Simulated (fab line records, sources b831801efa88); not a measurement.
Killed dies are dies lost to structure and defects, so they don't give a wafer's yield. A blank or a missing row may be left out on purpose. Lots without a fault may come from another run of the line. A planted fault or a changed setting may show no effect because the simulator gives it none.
One fault seen from 2 desks | flow sfq_line | each desk has only its own numbers; what lay behind them comes last

THE METROLOGY DESK
What the gauges read, lot by lot, whatever tool the lot ran on: means of the sampled wafers that have a number. A lot is out of limits, marked OUT, if its mean lies more than 4 standard deviations from the usual mean; the brackets give that distance.
Columns: A = M0_NB_RS at SFQ_M0_RS_MEAS_904, usual 0.891 ohm/sq; B = R5_OVL at SFQ_R5_OVL_MEAS_935, usual 1 nm
lot  | first seen here | A               | B
L697 | day 9 02:01     | 0.886           | 0
L698 | day 9 12:50     | 0.872           | -4
L699 | day 9 20:00     | 0.884           | -0
L701 | day 10 04:32    | 0.892           | -2
L703 | day 10 14:52    | 0.886           | -3
L704 | day 10 19:41    | 0.887           | -0
L705 | day 10 22:50    | 0.897           | -5
L708 | day 11 11:52    | 0.899           | -0
L710 | day 12 06:10    | 0.893           | -2
L712 | day 12 22:48    | 0.891           | -3
L713 | day 13 06:01    | 1.202 (+40) OUT | 11
L714 | day 13 16:47    | 0.891           | 9
L715 | day 13 17:59    | 1.182 (+37) OUT | -4
L720 | day 15 20:08    | 0.892           | 7
This desk's finding: out of limits on L713, L715; first on L713, day 13 06:01 (M0_NB_RS at SFQ_M0_RS_MEAS_904). In limits: L697, L698, L699, L701, L703, L704, L705, L708, L710, L712, L714, L720.

THE TOOL OWNER'S DESK: pvd_sputter-04
The tool's own readings at SFQ_TRILAYER_M0_DEP_SPUTTER_019 (material Nb, target thk 200 nm, time 133.3 s): means of the sampled wafers that have a number, for each lot that ran on this tool. A lot is out of limits, marked OUT, if its mean lies more than 4 standard deviations from the usual mean; the brackets give that distance.
Columns: A = chamber_pressure_pa at SFQ_TRILAYER_M0_DEP_SPUTTER_019, usual 0.13329 Pa; B = throttle_valve_pct at SFQ_TRILAYER_M0_DEP_SPUTTER_019, usual 30.5 %
lot  | first seen here | A       | B
L703 | day 10 14:46    | 0.13343 | 29.3
L708 | day 11 11:46    | 0.13336 | 29.9
L713 | day 13 05:53    | 0.13336 | 31.0
L715 | day 13 17:54    | 0.13348 | 30.0
This desk's finding: nothing out of limits on any of the 4 lots.

PUT TOGETHER
The metrology desk could have raised an alarm at day 13 06:01, on L713, L715.
The tool owner's desk saw nothing out of limits.
The tool owner's desk has L713, L715 on record, within its limits.
Of the lots named, all ran SFQ_TRILAYER_M0_DEP_SPUTTER_019 on pvd_sputter-04.

WHAT THE SIMULATOR HAD PUT IN
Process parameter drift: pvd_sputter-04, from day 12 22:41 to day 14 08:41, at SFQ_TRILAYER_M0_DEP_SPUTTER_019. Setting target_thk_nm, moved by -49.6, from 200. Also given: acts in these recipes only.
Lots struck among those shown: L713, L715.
Hours from the fault's start to each desk's first reading out of limits: the metrology desk, 7.
